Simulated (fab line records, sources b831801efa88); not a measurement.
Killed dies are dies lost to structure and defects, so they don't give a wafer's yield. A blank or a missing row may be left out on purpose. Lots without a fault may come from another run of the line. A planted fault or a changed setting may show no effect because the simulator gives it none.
Which tool did it? | flow sky130 | 24 lots, 72 wafers sampled, at 6 steps of a route of 708

WHAT THE GAUGES READ, wafer by wafer
SKY_PWDE_OVL_MEAS_07. Usual: PWDE_OVL -0.1 nm, standard deviation 1.4.
lot  | measured    | on         | PWDE_OVL (nm)  | flag
L074 | day 4 04:25 | overlay-01 | 3.7 2.1 3.1    |
L075 | day 4 12:09 | overlay-02 | 0.1 -0.2 -1.5  |
L076 | day 4 15:34 | overlay-02 | -2.8 -1.0 -3.5 |
L077 | day 4 17:49 | overlay-02 | 1.1 1.7 1.4    |
L078 | day 4 22:42 | overlay-02 | 2.0 0.5 0.1    |
L079 | day 5 06:10 | overlay-02 | -1.6 -2.2 -2.0 |
L081 | day 5 14:34 | overlay-01 | 0.3 1.3 0.0    |
L080 | day 5 14:37 | overlay-02 | 0.5 1.2 0.9    |
L082 | day 5 17:28 | overlay-01 | 1.3 1.0 -0.2   |
L083 | day 5 22:25 | overlay-01 | 0.9 0.9 1.1    |
L084 | day 6 06:23 | overlay-02 | -1.7 -0.9 -1.4 |
L085 | day 6 14:22 | overlay-01 | -1.4 -1.3 -1.5 |
L086 | day 6 16:06 | overlay-02 | -2.9 -2.1 -0.7 |
L087 | day 6 19:16 | overlay-02 | 0.2 -0.4 -0.5  |
L088 | day 7 00:55 | overlay-01 | -2.0 -1.3 0.0  |
L089 | day 7 07:04 | overlay-02 | -1.8 -1.4 -0.8 |
L090 | day 7 13:25 | overlay-01 | -2.3 -0.7 -2.6 |
L091 | day 7 18:55 | overlay-02 | 0.0 0.1 -0.5   |
L092 | day 8 01:10 | overlay-01 | 0.9 2.4 0.5    |
L093 | day 8 04:37 | overlay-01 | -1.2 0.9 -1.0  |
L094 | day 8 16:34 | overlay-02 | 2.3 1.4 1.7    |
L095 | day 8 21:40 | overlay-02 | -0.4 -0.3 1.4  |
L096 | day 9 02:26 | overlay-01 | 0.5 -0.2 -0.7  |
L097 | day 9 07:03 | overlay-01 | 1.3 0.4 0.0    |

SKY_LOCAL_INTERCONNECT_RS_MEAS_01: measures by four-point-probe. Usual: LOCAL_INTERCONNECT_TIN_RS 14.11 ohm/sq, standard deviation 0.17.
lot  | measured     | on            | LOCAL_INTERCONNECT_TIN_RS (ohm/sq) | flag
L074 | day 29 22:08 | film_metro-04 | 14.35 14.46 14.39                  |
L075 | day 30 08:32 | film_metro-03 | 14.24 14.30 14.29                  |
L076 | day 30 05:42 | film_metro-03 | 14.14 14.02 14.03                  |
L077 | day 30 12:26 | film_metro-03 | 14.35 14.15 14.08                  |
L078 | day 30 16:54 | film_metro-02 | 14.21 13.92 14.13                  |
L079 | day 30 22:25 | film_metro-02 | 14.07 14.09 14.03                  |
L081 | day 31 15:48 | film_metro-04 | 14.08 14.26 14.10                  |
L080 | day 31 19:18 | film_metro-03 | 14.21 14.19 14.18                  |
L082 | day 31 20:18 | film_metro-04 | 14.53 14.33 14.25                  |
L083 | day 32 07:26 | film_metro-02 | 13.97 13.96 13.96                  |
L084 | day 32 17:04 | film_metro-02 | 14.01 14.06 14.19                  |
L085 | day 33 01:37 | film_metro-03 | 14.15 14.33 14.28                  |
L086 | day 33 03:28 | film_metro-02 | 14.09 14.24 14.19                  |
L087 | day 33 11:42 | film_metro-03 | 14.06 14.15 14.19                  |
L088 | day 33 18:37 | film_metro-02 | 14.01 14.09 14.18                  |
L089 | day 33 23:19 | film_metro-03 | 14.39 14.24 14.18                  |
L090 | day 34 10:08 | film_metro-02 | 14.27 14.00 14.11                  |
L091 | day 34 12:39 | film_metro-02 | 13.90 14.02 14.11                  |
L092 | day 35 05:17 | film_metro-02 | 14.16 14.26 14.11                  |
L093 | day 35 06:37 | film_metro-02 | 13.97 14.23 13.82                  |
L094 | day 35 18:19 | film_metro-02 | 14.09 13.70 13.94                  |
L095 | day 36 00:14 | film_metro-03 | 13.96 14.25 13.92                  |
L096 | day 36 03:31 | film_metro-03 | 14.33 14.25 14.29                  |
L097 | day 36 09:35 | film_metro-04 | 14.04 13.93 13.99                  |

SKY_CONTACT_BOW_MEAS_05. Usual: CONTACT_BOW 82 um, standard deviation 7.4.
lot  | measured     | on            | CONTACT_BOW (um) | flag
L074 | day 31 03:42 | film_metro-02 | 76 90 82         |
L075 | day 31 14:05 | film_metro-02 | 79 81 79         |
L076 | day 31 10:50 | film_metro-02 | 68 82 73         |
L077 | day 31 18:07 | film_metro-01 | 82 81 84         |
L078 | day 31 22:13 | film_metro-02 | 80 86 90         |
L079 | day 32 03:57 | film_metro-02 | 62 77 80         |
L081 | day 32 19:47 | film_metro-01 | 75 82 87         |
L080 | day 32 23:45 | film_metro-01 | 83 75 96         |
L082 | day 33 00:42 | film_metro-04 | 67 84 81         |
L083 | day 33 12:03 | film_metro-01 | 68 85 92         |
L084 | day 33 21:32 | film_metro-01 | 85 85 82         |
L085 | day 34 06:13 | film_metro-01 | 78 93 85         |
L086 | day 34 08:20 | film_metro-02 | 78 90 74         |
L087 | day 34 15:19 | film_metro-01 | 80 86 91         |
L088 | day 34 22:11 | film_metro-02 | 87 91 73         |
L089 | day 35 03:55 | film_metro-02 | 77 91 73         |
L090 | day 35 14:27 | film_metro-02 | 77 82 88         |
L091 | day 35 17:04 | film_metro-04 | 72 74 84         |
L092 | day 36 08:49 | film_metro-04 | 83 84 90         |
L093 | day 36 09:44 | film_metro-01 | 80 85 84         |
L094 | day 36 20:51 | film_metro-02 | 92 73 89         |
L095 | day 37 03:49 | film_metro-02 | 73 77 79         |
L096 | day 37 07:26 | film_metro-04 | 85 78 81         |
L097 | day 37 12:40 | film_metro-04 | 91 90 84         |

SKY_METAL1_RS_MEAS_05: measures by four-point-probe. Usual: METAL1_ALCU_RS 0.1278 ohm/sq, standard deviation 0.0017.
lot  | measured     | on            | METAL1_ALCU_RS (ohm/sq) | flag
L074 | day 32 09:26 | film_metro-02 | 0.1298 0.1299 0.1302    |
L075 | day 32 18:23 | film_metro-03 | 0.1287 0.1302 0.1285    |
L076 | day 32 16:17 | film_metro-03 | 0.1266 0.1264 0.1290    |
L077 | day 32 23:11 | film_metro-02 | 0.1265 0.1270 0.1266    |
L078 | day 33 02:56 | film_metro-01 | 0.1291 0.1288 0.1297    |
L079 | day 33 08:45 | film_metro-03 | 0.1253 0.1256 0.1279    |
L081 | day 33 23:23 | film_metro-01 | 0.1272 0.1304 0.1265    |
L080 | day 34 03:47 | film_metro-03 | 0.1260 0.1262 0.1258    |
L082 | day 34 04:31 | film_metro-03 | 0.1274 0.1254 0.1276    |
L083 | day 34 16:31 | film_metro-02 | 0.1292 0.1256 0.1275    |
L084 | day 35 02:09 | film_metro-02 | 0.1304 0.1299 0.1315    |
L085 | day 35 10:23 | film_metro-01 | 0.1289 0.1278 0.1261    |
L086 | day 35 12:13 | film_metro-03 | 0.1268 0.1257 0.1270    |
L087 | day 35 19:16 | film_metro-01 | 0.1293 0.1297 0.1305    |
L088 | day 36 01:27 | film_metro-03 | 0.1256 0.1289 0.1312    |
L089 | day 36 07:48 | film_metro-03 | 0.1301 0.1303 0.1274    |
L090 | day 36 19:10 | film_metro-01 | 0.1293 0.1274 0.1280    |
L091 | day 36 20:47 | film_metro-01 | 0.1286 0.1295 0.1270    |
L092 | day 37 12:19 | film_metro-03 | 0.1272 0.1276 0.1260    |
L093 | day 37 13:18 | film_metro-03 | 0.1290 0.1291 0.1272    |
L094 | day 37 23:57 | film_metro-02 | 0.1258 0.1230 0.1242    |
L095 | day 38 06:41 | film_metro-02 | 0.1243 0.1277 0.1256    |
L096 | day 38 10:07 | film_metro-01 | 0.1277 0.1251 0.1283    |
L097 | day 38 15:19 | film_metro-02 | 0.1269 0.1281 0.1270    |

SKY_METAL4_OVL_MEAS_14. Usual: METAL4_OVL -3 nm, standard deviation 5.9.
lot  | measured     | on         | METAL4_OVL (nm) | flag
L074 | day 42 10:32 | overlay-02 | -8 -10 -11      |
L075 | day 42 17:34 | overlay-02 | -14 -13 -12     |
L076 | day 42 15:34 | overlay-01 | -1 0 2          |
L077 | day 42 20:32 | overlay-02 | 3 2 3           |
L078 | day 43 02:17 | overlay-02 | 5 2 2           |
L079 | day 43 06:56 | overlay-02 | -11 -15 -11     |
L081 | day 43 18:55 | overlay-01 | -4 -10 -8       |
L080 | day 43 23:53 | overlay-01 | -6 -5 -12       |
L082 | day 44 01:20 | overlay-01 | -3 1 -3         |
L083 | day 44 10:13 | overlay-01 | 4 6 6           |
L084 | day 44 18:02 | overlay-01 | -5 2 -10        |
L085 | day 45 01:26 | overlay-02 | 2 8 6           |
L086 | day 45 02:35 | overlay-01 | -1 3 -2         |
L087 | day 45 08:02 | overlay-02 | -4 -5 -4        |
L088 | day 45 12:29 | overlay-01 | -5 -5 1         |
L089 | day 45 18:53 | overlay-01 | -2 -8 -8        |
L090 | day 46 04:17 | overlay-01 | 0 -1 -8         |
L091 | day 46 05:14 | overlay-02 | -1 0 5          |
L092 | day 46 17:05 | overlay-02 | -1 3 6          |
L093 | day 46 18:47 | overlay-01 | -10 -1 -7       |
L094 | day 47 03:58 | overlay-01 | -1 4 0          |
L095 | day 47 08:23 | overlay-02 | 6 -2 3          |
L096 | day 47 10:48 | overlay-01 | -17 -10 -10     |
L097 | day 47 16:23 | overlay-02 | -2 5 -4         |

WHICH TOOL RAN EACH LOT (tool, then ch and the chambers of the sampled wafers, then the start)
lot  | SKY_VIA2_CMP_02
L074 | cmp-02 ch 0,2, day 35 20:34
L075 | cmp-01 ch 0,1, day 36 06:17
L076 | cmp-01 ch 1,2,3, day 36 04:30
L077 | cmp-01 ch 0,3, day 36 09:50
L078 | cmp-02 ch 0,1, day 36 14:41
L079 | cmp-02 ch 1,2, day 36 20:40
L081 | cmp-02 ch 2,3, day 37 10:47
L080 | cmp-02 ch 1,2, day 37 15:34
L082 | cmp-02 ch 2,3, day 37 15:49
L083 | cmp-02 ch 0,1,3, day 38 02:13
L084 | cmp-01 ch 1,2,3, day 38 11:41
L085 | cmp-02 ch 0,1,2, day 38 20:35
L086 | cmp-01 ch 0,2, day 38 22:28
L087 | cmp-01 ch 0,2, day 39 03:51
L088 | cmp-01 ch 0,1, day 39 09:31
L089 | cmp-01 ch 0,1,3, day 39 15:34
L090 | cmp-02 ch 0,1, day 40 03:14
L091 | cmp-02 ch 0,3, day 40 04:00
L092 | cmp-02 ch 0,1,2, day 40 18:32
L093 | cmp-01 ch 1,2, day 40 19:43
L094 | cmp-02 ch 0,1,2, day 41 07:06
L095 | cmp-02 ch 0,3, day 41 14:01
L096 | cmp-01 ch 0,1,3, day 41 16:40
L097 | cmp-02 ch 2,3, day 41 22:15
- SKY_VIA2_CMP_02: polishes SiO2.

WHAT THE TOOLS THEMSELVES READ (means of the sampled wafers that have a number; where no wafer has one, the mark that the record gives instead)
SKY_VIA2_CMP_02. Usual: head_pressure_psi 4.000 psi, standard deviation 0.0085; motor_current_A 12.1 A, standard deviation 1.3.
lot  | tool   | head_pressure_psi (psi) | motor_current_A (A) | flag
L074 | cmp-02 | 4.004                   | 11.8                |
L075 | cmp-01 | 3.998                   | 14.2                |
L076 | cmp-01 | 3.998                   | 11.3                |
L077 | cmp-01 | 4.005                   | 11.2                |
L078 | cmp-02 | 3.994                   | 12.2                |
L079 | cmp-02 | 3.992                   | 12.4                |
L081 | cmp-02 | 4.001                   | 12.1                |
L080 | cmp-02 | 4.002                   | 12.8                |
L082 | cmp-02 | 3.997                   | 11.7                |
L083 | cmp-02 | 3.995                   | 12.4                |
L084 | cmp-01 | 3.997                   | 11.4                |
L085 | cmp-02 | 4.007                   | 12.2                |
L086 | cmp-01 | 4.002                   | 13.3                |
L087 | cmp-01 | 4.003                   | 12.1                |
L088 | cmp-01 | 3.999                   | 14.2                |
L089 | cmp-01 | 3.997                   | 12.4                |
L090 | cmp-02 | 4.012                   | 12.4                |
L091 | cmp-02 | 3.997                   | 12.0                |
L092 | cmp-02 | 3.998                   | 12.0                |
L093 | cmp-01 | 4.008                   | 11.7                |
L094 | cmp-02 | 4.003                   | 12.0                |
L095 | cmp-02 | 4.003                   | 12.0                |
L096 | cmp-01 | 4.001                   | 12.3                |
L097 | cmp-02 | 3.998                   | 12.0                |

THE ANSWER, worked out from the rows above alone
Rule: a lot is off if the mean of its wafers that have a number lies more than 3 standard deviations from the usual mean. A lot without any number at a reading at which 4 lots or more have one is off too. The other lots that the step has rows for count as sound. The gauges are gone through in route order, then the tools' own readings, and for those a lot's mean is taken as printed above. The first step at which some lot is off is used, and at that step the reading that is off furthest; a lot without a number counts as furthest.
No lot is off at any reading shown: from this, nothing can be told.

WHAT THE SIMULATOR HAD PUT IN
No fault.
